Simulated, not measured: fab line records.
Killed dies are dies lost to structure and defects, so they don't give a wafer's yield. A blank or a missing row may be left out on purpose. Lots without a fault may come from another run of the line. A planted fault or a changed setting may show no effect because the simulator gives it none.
Which of the tools did it? / flow sky130 / 33 wafers from 11 lots sampled at 6 of the route's 708 steps

== WHAT EACH GAUGE READ, for each wafer ==
SKY_VIA2_RS_MEAS_22: uses a four-point probe to measure. Usual: for VIA2_W_RS the level is 0.272 ohm/sq and the standard deviation is 0.003.
lot=L377; measured=day 37 12:08; on=film_metro-03; VIA2_W_RS (ohm/sq)=0.275 0.271 0.272; flag=
lot=L378; measured=day 37 12:51; on=film_metro-01; VIA2_W_RS (ohm/sq)=0.275 0.277 0.273; flag=
lot=L379; measured=day 38 11:38; on=film_metro-01; VIA2_W_RS (ohm/sq)=0.273 0.275 0.275; flag=
lot=L383; measured=day 39 17:36; on=film_metro-03; VIA2_W_RS (ohm/sq)=0.277 0.274 0.275; flag=
lot=L388; measured=day 41 04:44; on=film_metro-04; VIA2_W_RS (ohm/sq)=0.312 0.313 0.310; flag=OFF
lot=L390; measured=day 41 02:45; on=film_metro-04; VIA2_W_RS (ohm/sq)=0.273 0.274 0.272; flag=
lot=L389; measured=day 41 06:53; on=film_metro-01; VIA2_W_RS (ohm/sq)=0.278 0.271 0.276; flag=
lot=L392; measured=day 41 05:47; on=film_metro-01; VIA2_W_RS (ohm/sq)=0.269 0.269 0.272; flag=
lot=L391; measured=day 41 05:19; on=film_metro-01; VIA2_W_RS (ohm/sq)=0.312 0.311 0.317; flag=OFF
lot=L393; measured=day 41 12:35; on=film_metro-03; VIA2_W_RS (ohm/sq)=0.310 0.307 0.309; flag=OFF
lot=L399; measured=day 42 23:27; on=film_metro-04; VIA2_W_RS (ohm/sq)=0.267 0.271 0.270; flag=

SKY_VIA2_THK_MEAS_23: measures by xrf. Usual: for VIA2_W_THK the level is 434 nm and the standard deviation is 6.9.
lot=L377; measured=day 37 12:15; on=film_metro-03; VIA2_W_THK (nm)=428 436 434; flag=
lot=L378; measured=day 37 12:58; on=film_metro-01; VIA2_W_THK (nm)=429 426 433; flag=
lot=L379; measured=day 38 11:46; on=film_metro-01; VIA2_W_THK (nm)=428 431 426; flag=
lot=L383; measured=day 39 17:43; on=film_metro-03; VIA2_W_THK (nm)=423 429 427; flag=
lot=L388; measured=day 41 04:50; on=film_metro-04; VIA2_W_THK (nm)=390 385 391; flag=OFF
lot=L390; measured=day 41 02:52; on=film_metro-04; VIA2_W_THK (nm)=437 432 438; flag=
lot=L389; measured=day 41 07:00; on=film_metro-01; VIA2_W_THK (nm)=424 441 434; flag=
lot=L392; measured=day 41 05:53; on=film_metro-01; VIA2_W_THK (nm)=443 443 438; flag=
lot=L391; measured=day 41 05:26; on=film_metro-01; VIA2_W_THK (nm)=387 388 382; flag=OFF
lot=L393; measured=day 41 12:41; on=film_metro-03; VIA2_W_THK (nm)=386 393 389; flag=OFF
lot=L399; measured=day 42 23:34; on=film_metro-04; VIA2_W_THK (nm)=436 429 427; flag=

== TOOL THAT RAN EACH LOT (tool first, then ch and the chambers of the sampled wafers, then the start) ==
lot=L377; SKY_LDD_N_STRIP_16=plasma_asher-04 ch 0,1, day 19 06:14; SKY_SD_N_RTA_14=rtp_anneal-02 ch 0, day 29 04:58; SKY_LI_CONTACT_SPUTTER_19=pvd_sputter-03, day 30 10:58; SKY_VIA2_CVD_21=cvd_w-01 ch 0,1, day 37 12:00
lot=L378; SKY_LDD_N_STRIP_16=plasma_asher-01 ch 0,1, day 19 06:56; SKY_SD_N_RTA_14=rtp_anneal-01 ch 0, day 29 05:31; SKY_LI_CONTACT_SPUTTER_19=pvd_sputter-01, day 30 11:28; SKY_VIA2_CVD_21=cvd_w-02 ch 0,1, day 37 12:43
lot=L379; SKY_LDD_N_STRIP_16=plasma_asher-01 ch 0,1, day 20 11:14; SKY_SD_N_RTA_14=rtp_anneal-01 ch 0, day 30 08:02; SKY_LI_CONTACT_SPUTTER_19=pvd_sputter-03, day 31 12:58; SKY_VIA2_CVD_21=cvd_w-01 ch 0,1, day 38 11:31
lot=L383; SKY_LDD_N_STRIP_16=plasma_asher-01 ch 0,1, day 21 15:50; SKY_SD_N_RTA_14=rtp_anneal-02 ch 0, day 31 10:04; SKY_LI_CONTACT_SPUTTER_19=pvd_sputter-04, day 32 15:10; SKY_VIA2_CVD_21=cvd_w-01 ch 1, day 39 17:28
lot=L388; SKY_LDD_N_STRIP_16=plasma_asher-04 ch 0,1, day 22 15:07; SKY_SD_N_RTA_14=rtp_anneal-02 ch 0, day 33 08:26; SKY_LI_CONTACT_SPUTTER_19=pvd_sputter-03, day 34 11:51; SKY_VIA2_CVD_21=cvd_w-01 ch 0,1, day 41 04:37
lot=L390; SKY_LDD_N_STRIP_16=plasma_asher-04 ch 0,1, day 22 16:09; SKY_SD_N_RTA_14=rtp_anneal-02 ch 0, day 33 06:58; SKY_LI_CONTACT_SPUTTER_19=pvd_sputter-03, day 34 10:22; SKY_VIA2_CVD_21=cvd_w-01 ch 0,1, day 41 02:37
lot=L389; SKY_LDD_N_STRIP_16=plasma_asher-04 ch 0,1, day 22 22:47; SKY_SD_N_RTA_14=rtp_anneal-01 ch 0, day 33 09:43; SKY_LI_CONTACT_SPUTTER_19=pvd_sputter-01, day 34 14:25; SKY_VIA2_CVD_21=cvd_w-02 ch 0,1, day 41 06:45
lot=L392; SKY_LDD_N_STRIP_16=plasma_asher-01 ch 0,1, day 23 16:49; SKY_SD_N_RTA_14=rtp_anneal-01 ch 0, day 33 08:44; SKY_LI_CONTACT_SPUTTER_19=pvd_sputter-01, day 34 11:55; SKY_VIA2_CVD_21=cvd_w-02 ch 0,1, day 41 05:39
lot=L391; SKY_LDD_N_STRIP_16=plasma_asher-01 ch 0,1, day 23 17:29; SKY_SD_N_RTA_14=rtp_anneal-02 ch 0, day 33 09:02; SKY_LI_CONTACT_SPUTTER_19=pvd_sputter-04, day 34 12:17; SKY_VIA2_CVD_21=cvd_w-01 ch 0,1, day 41 05:10
lot=L393; SKY_LDD_N_STRIP_16=plasma_asher-04 ch 0,1, day 24 01:32; SKY_SD_N_RTA_14=rtp_anneal-02 ch 0, day 33 14:17; SKY_LI_CONTACT_SPUTTER_19=pvd_sputter-03, day 34 18:18; SKY_VIA2_CVD_21=cvd_w-01 ch 1, day 41 12:26
lot=L399; SKY_LDD_N_STRIP_16=plasma_asher-02 ch 0,1, day 25 20:50; SKY_SD_N_RTA_14=rtp_anneal-02 ch 0, day 35 07:31; SKY_LI_CONTACT_SPUTTER_19=pvd_sputter-04, day 36 10:29; SKY_VIA2_CVD_21=cvd_w-02 ch 0,1, day 42 23:19
- SKY_LDD_N_STRIP_16: strips in O2/N2.
- SKY_SD_N_RTA_14: time 2 s.
- SKY_LI_CONTACT_SPUTTER_19: material Ti, target thk 20 nm, time 106.37 s.
- SKY_VIA2_CVD_21: deposits W, target thk 420 nm, time 126.4 s.

== WHAT THE TOOLS THEMSELVES READ (means of the sampled wafers that have a number; where no wafer has one, the mark that the record gives instead) ==
SKY_LDD_N_STRIP_16. Usual: drypump_motor_current_A 5.6 A, standard deviation 0.5; oes_product_au 0.406 a.u., standard deviation 0.0052; strip_time_to_endpoint_s 4.311 s, standard deviation 0.019.
lot=L377; tool=plasma_asher-04; drypump_motor_current_A (A)=5.7; oes_product_au (a.u.)=0.406; strip_time_to_endpoint_s (s)=4.311; flag=
lot=L378; tool=plasma_asher-01; drypump_motor_current_A (A)=5.9; oes_product_au (a.u.)=0.408; strip_time_to_endpoint_s (s)=4.304; flag=
lot=L379; tool=plasma_asher-01; drypump_motor_current_A (A)=5.9; oes_product_au (a.u.)=0.414; strip_time_to_endpoint_s (s)=4.295; flag=
lot=L383; tool=plasma_asher-01; drypump_motor_current_A (A)=5.9; oes_product_au (a.u.)=0.405; strip_time_to_endpoint_s (s)=4.310; flag=
lot=L388; tool=plasma_asher-04; drypump_motor_current_A (A)=5.7; oes_product_au (a.u.)=0.403; strip_time_to_endpoint_s (s)=4.277; flag=
lot=L390; tool=plasma_asher-04; drypump_motor_current_A (A)=5.7; oes_product_au (a.u.)=0.408; strip_time_to_endpoint_s (s)=4.332; flag=
lot=L389; tool=plasma_asher-04; drypump_motor_current_A (A)=5.7; oes_product_au (a.u.)=0.405; strip_time_to_endpoint_s (s)=4.334; flag=
lot=L392; tool=plasma_asher-01; drypump_motor_current_A (A)=5.9; oes_product_au (a.u.)=0.405; strip_time_to_endpoint_s (s)=4.306; flag=
lot=L391; tool=plasma_asher-01; drypump_motor_current_A (A)=5.6; oes_product_au (a.u.)=0.400; strip_time_to_endpoint_s (s)=4.296; flag=
lot=L393; tool=plasma_asher-04; drypump_motor_current_A (A)=5.7; oes_product_au (a.u.)=0.400; strip_time_to_endpoint_s (s)=4.278; flag=
lot=L399; tool=plasma_asher-02; drypump_motor_current_A (A)=5.1; oes_product_au (a.u.)=0.409; strip_time_to_endpoint_s (s)=4.286; flag=

SKY_SD_N_RTA_14. Usual: lamp_power_pct 15.73 %, standard deviation 0.05; wafer_temp_C_max 1078.1, standard deviation 1.3.
lot=L377; tool=rtp_anneal-02; lamp_power_pct (%)=15.74; wafer_temp_C_max=1079.1; flag=
lot=L378; tool=rtp_anneal-01; lamp_power_pct (%)=15.72; wafer_temp_C_max=1079.2; flag=
lot=L379; tool=rtp_anneal-01; lamp_power_pct (%)=15.75; wafer_temp_C_max=1078.7; flag=
lot=L383; tool=rtp_anneal-02; lamp_power_pct (%)=15.73; wafer_temp_C_max=1077.0; flag=
lot=L388; tool=rtp_anneal-02; lamp_power_pct (%)=15.80; wafer_temp_C_max=1079.0; flag=
lot=L390; tool=rtp_anneal-02; lamp_power_pct (%)=15.71; wafer_temp_C_max=1078.1; flag=
lot=L389; tool=rtp_anneal-01; lamp_power_pct (%)=15.76; wafer_temp_C_max=1079.6; flag=
lot=L392; tool=rtp_anneal-01; lamp_power_pct (%)=15.77; wafer_temp_C_max=1078.8; flag=
lot=L391; tool=rtp_anneal-02; lamp_power_pct (%)=15.74; wafer_temp_C_max=1077.7; flag=
lot=L393; tool=rtp_anneal-02; lamp_power_pct (%)=15.73; wafer_temp_C_max=1077.7; flag=
lot=L399; tool=rtp_anneal-02; lamp_power_pct (%)=15.75; wafer_temp_C_max=1077.4; flag=

SKY_LI_CONTACT_SPUTTER_19. Usual: 30.0 % for throttle_valve_pct, sd 0.69.
lot=L377; tool=pvd_sputter-03; throttle_valve_pct (%)=30.7; flag=
lot=L378; tool=pvd_sputter-01; throttle_valve_pct (%)=29.7; flag=
lot=L379; tool=pvd_sputter-03; throttle_valve_pct (%)=30.4; flag=
lot=L383; tool=pvd_sputter-04; throttle_valve_pct (%)=30.2; flag=
lot=L388; tool=pvd_sputter-03; throttle_valve_pct (%)=30.4; flag=
lot=L390; tool=pvd_sputter-03; throttle_valve_pct (%)=30.6; flag=
lot=L389; tool=pvd_sputter-01; throttle_valve_pct (%)=29.4; flag=
lot=L392; tool=pvd_sputter-01; throttle_valve_pct (%)=29.2; flag=
lot=L391; tool=pvd_sputter-04; throttle_valve_pct (%)=30.0; flag=
lot=L393; tool=pvd_sputter-03; throttle_valve_pct (%)=30.8; flag=
lot=L399; tool=pvd_sputter-04; throttle_valve_pct (%)=30.2; flag=

SKY_VIA2_CVD_21. Usual: 858 W for heater_power_w, sd 58.
lot=L377; tool=cvd_w-01; heater_power_w (W)=808; flag=
lot=L378; tool=cvd_w-02; heater_power_w (W)=874; flag=
lot=L379; tool=cvd_w-01; heater_power_w (W)=840; flag=
lot=L383; tool=cvd_w-01; heater_power_w (W)=836; flag=
lot=L388; tool=cvd_w-01; heater_power_w (W)=788; flag=
lot=L390; tool=cvd_w-01; heater_power_w (W)=813; flag=
lot=L389; tool=cvd_w-02; heater_power_w (W)=886; flag=
lot=L392; tool=cvd_w-02; heater_power_w (W)=903; flag=
lot=L391; tool=cvd_w-01; heater_power_w (W)=786; flag=
lot=L393; tool=cvd_w-01; heater_power_w (W)=840; flag=
lot=L399; tool=cvd_w-02; heater_power_w (W)=889; flag=

== THE ANSWER, worked out from the rows above alone ==
Rule: lot off if the mean of its wafers having a number is beyond 3 standard deviations from the usual mean. A lot without any number at a reading at which 4 lots or more have one is off too. The other lots that the step has rows for count as sound. Order of review: gauges by route order, followed by the tools' own readings, for which a lot's mean as printed above is used. At the first step where some lot is off, the reading lying furthest off is the one used; lots without a number count as furthest.
Off: at SKY_VIA2_RS_MEAS_22 (VIA2_W_RS), L388, L391, L393.
If a tool, at a process step before that reading, ran all the lots that are off and no sound lot after the first of them, it fits. Gauges at SKY_VIA2_RS_MEAS_22: tried the same way as those tools. One fits: SKY_VIA2_CVD_21 on cvd_w-01. A fault onset in the window from L390 (day 41 02:37, its last sound lot) to L388 (day 41 04:37, its first lot off) fits.

== WHAT THE SIMULATOR PUT IN ==
Site profile drift: cvd_w-01, from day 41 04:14 on, at SKY_VIA2_CVD_21. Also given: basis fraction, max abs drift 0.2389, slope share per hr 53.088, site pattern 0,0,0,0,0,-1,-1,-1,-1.
Lots struck among those shown: L388, L391, L393. Same finding as the rule above.
